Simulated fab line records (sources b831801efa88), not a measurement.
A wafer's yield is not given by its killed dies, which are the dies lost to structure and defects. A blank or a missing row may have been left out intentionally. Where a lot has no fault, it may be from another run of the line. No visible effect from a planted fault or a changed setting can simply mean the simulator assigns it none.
Chamber matching / flow sfq line / cmp-02 running SFQ_TRILAYER_I1_CMP_CMP_046: 4 sister chambers
The step polishes SiO2. 8 wafers are shown with their chamber, then 10 later ones without.

## WAFERS WITH THEIR CHAMBER
wafer=L129.2; chamber=1; motor current A (A)=10.3; time to endpoint s (s)=217
wafer=L129.5; chamber=0; motor current A (A)=10.3; time to endpoint s (s)=224
wafer=L129.6; chamber=3; motor current A (A)=9.9; time to endpoint s (s)=222
wafer=L131.1; chamber=3; motor current A (A)=9.5; time to endpoint s (s)=222
wafer=L131.4; chamber=1; motor current A (A)=10.2; time to endpoint s (s)=226
wafer=L131.6; chamber=2; motor current A (A)=9.6; time to endpoint s (s)=234
wafer=L133.4; chamber=0; motor current A (A)=10.2; time to endpoint s (s)=225
wafer=L133.3; chamber=2; motor current A (A)=9.4; time to endpoint s (s)=221

## WAFERS WITHOUT THEIR CHAMBER
wafer=L133.6; motor current A (A)=9.8; time to endpoint s (s)=213
wafer=L135.2; motor current A (A)=10.2; time to endpoint s (s)=220
wafer=L135.3; motor current A (A)=9.9; time to endpoint s (s)=208
wafer=L135.5; motor current A (A)=10.7; time to endpoint s (s)=224
wafer=L136.2; motor current A (A)=10.7; time to endpoint s (s)=213
wafer=L136.4; motor current A (A)=9.8; time to endpoint s (s)=216
wafer=L136.6; motor current A (A)=9.9; time to endpoint s (s)=219
wafer=L138.2; motor current A (A)=9.9; time to endpoint s (s)=211
wafer=L138.1; motor current A (A)=9.5; time to endpoint s (s)=213
wafer=L138.6; motor current A (A)=9.6; time to endpoint s (s)=221

## EACH ONE'S CHAMBER
wafer=L133.6; from the rows above=can't be placed: 3 or 1 or 2 or 0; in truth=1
wafer=L135.2; from the rows above=can't be placed: 1 or 0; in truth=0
wafer=L135.3; from the rows above=can't be placed: 3 or 1 or 0 or 2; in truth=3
wafer=L135.5; from the rows above=can't be placed: 0 or 1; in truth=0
wafer=L136.2; from the rows above=can't be placed: 1 or 0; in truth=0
wafer=L136.4; from the rows above=can't be placed: 3 or 2 or 1 or 0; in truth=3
wafer=L136.6; from the rows above=can't be placed: 3 or 1 or 0 or 2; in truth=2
wafer=L138.2; from the rows above=can't be placed: 3 or 1 or 0 or 2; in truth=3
wafer=L138.1; from the rows above=can't be placed: 3 or 2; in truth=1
wafer=L138.6; from the rows above=can't be placed: 3 or 2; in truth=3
0 of 10 placed correctly. Cannot be placed on the basis of these rows: 10; the candidates contain the true chamber in 9. Wrongly placed: 0.
How it was worked out, from the rows above alone: a wafer's distance from a chamber is the root of the sum, over the readings, of the square of ((its reading less the chamber's mean) divided by the reading's scatter). The wafer belongs to the nearest chamber; if the next one is less than 2 further off, it can't be placed. A chamber's mean is the mean of its shown wafers. The scatter is the square root of a quotient: the sum, over the shown wafers, of each reading's squared deviation from its chamber's mean, divided by wafers minus chambers.
